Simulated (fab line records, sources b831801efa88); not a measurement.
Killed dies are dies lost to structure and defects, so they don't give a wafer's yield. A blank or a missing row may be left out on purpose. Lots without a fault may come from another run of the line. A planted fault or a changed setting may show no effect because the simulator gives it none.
Chamber matching | flow sky130 | SKY_VIA3_ETCH_14 on rie_diel-02: 4 sister chambers
The step etches BARC in N2/H2, stops on SiO2, time 45.9 s, target depth 60 nm. 24 wafers are shown with their chamber, then 12 later ones without.

WAFERS WITH THEIR CHAMBER
wafer  | chamber | drypump_motor_current_A (A) | throttle_valve_pct (%) | oes_product_au (a.u.)
L075.1 | 2       | 5.0                         | 13.237                 | 0.864
L075.2 | 1       | 5.9                         | 13.220                 | 0.849
L075.3 | 0       | 6.6                         | 13.226                 | 0.862
L075.4 | 3       | 5.7                         | 13.214                 | 0.853
L075.5 | 0       | 6.5                         | 13.232                 | 0.855
L075.6 | 3       | 5.7                         | 13.223                 | 0.850
L076.1 | 0       | 6.6                         | 13.235                 | 0.851
L076.3 | 1       | 5.9                         | 13.238                 | 0.862
L076.6 | 3       | 5.7                         | 13.227                 | 0.854
L077.4 | 3       | 5.7                         | 13.221                 | 0.854
L077.5 | 1       | 5.9                         | 13.217                 | 0.859
L077.6 | 0       | 6.6                         | 13.222                 | 0.858
L078.1 | 2       | 5.0                         | 13.231                 | 0.840
L078.2 | 0       | 6.6                         | 13.233                 | 0.844
L078.3 | 1       | 5.9                         | 13.221                 | 0.851
L078.4 | 3       | 5.7                         | 13.220                 | 0.860
L078.5 | 0       | 6.6                         | 13.233                 | 0.850
L078.6 | 3       | 5.8                         | 13.216                 | 0.847
L084.2 | 3       | 5.7                         | 13.201                 | 0.851
L084.3 | 0       | 6.6                         | 13.202                 | 0.848
L084.4 | 3       | 5.7                         | 13.218                 | 0.858
L087.1 | 0       | 6.6                         | 13.226                 | 0.861
L087.2 | 3       | 5.7                         | 13.230                 | 0.858
L087.4 | 0       | 6.5                         | 13.217                 | 0.858

SIGNATURES (means of the wafers above)
reading                 | chamber 0 | chamber 1 | chamber 2 | chamber 3 | scatter within a chamber
drypump_motor_current_A | 6.578     | 5.900     | 5.000     | 5.711     | 0.035
throttle_valve_pct      | 13.22511  | 13.22400  | 13.23400  | 13.21889  | 0.00931
oes_product_au          | 0.85411   | 0.85525   | 0.85200   | 0.85389   | 0.00654
Rule: a wafer's distance from a chamber is the root of the sum, over the readings, of the square of ((its reading less the chamber's mean) divided by the reading's scatter). The wafer belongs to the nearest chamber; if the next one is less than 2 further off, it can't be placed. The scatter: the root of (the sum of the squares of (reading less its chamber's mean) over the shown wafers, divided by (wafers less chambers)).

WAFERS WITHOUT THEIR CHAMBER
wafer  | drypump_motor_current_A (A) | throttle_valve_pct (%) | oes_product_au (a.u.)
L088.2 | 6.6                         | 13.231                 | 0.850
L088.3 | 5.7                         | 13.224                 | 0.849
L088.4 | 6.5                         | 13.222                 | 0.849
L091.1 | 5.9                         | 13.236                 | 0.858
L091.5 | 5.0                         | 13.216                 | 0.854
L091.6 | 6.0                         | 13.220                 | 0.846
L094.4 | 5.9                         | 13.215                 | 0.852
L094.5 | 5.7                         | 13.222                 | 0.857
L094.6 | 6.6                         | 13.211                 | 0.863
L097.1 | 5.0                         | 13.224                 | 0.854
L097.4 | 5.7                         | 13.212                 | 0.851
L097.5 | 5.0                         | 13.239                 | 0.858

WHICH CHAMBER EACH WENT THROUGH
wafer  | from the rows above | in truth
L088.2 | 0                   | 0
L088.3 | 3                   | 3
L088.4 | 0                   | 0
L091.1 | 1                   | 1
L091.5 | 2                   | 2
L091.6 | 1                   | 1
L094.4 | 1                   | 1
L094.5 | 3                   | 3
L094.6 | 0                   | 0
L097.1 | 2                   | 2
L097.4 | 3                   | 3
L097.5 | 2                   | 2
Placed correctly: 12 of 12. Can't be placed from these rows: 0. Placed wrongly: 0.
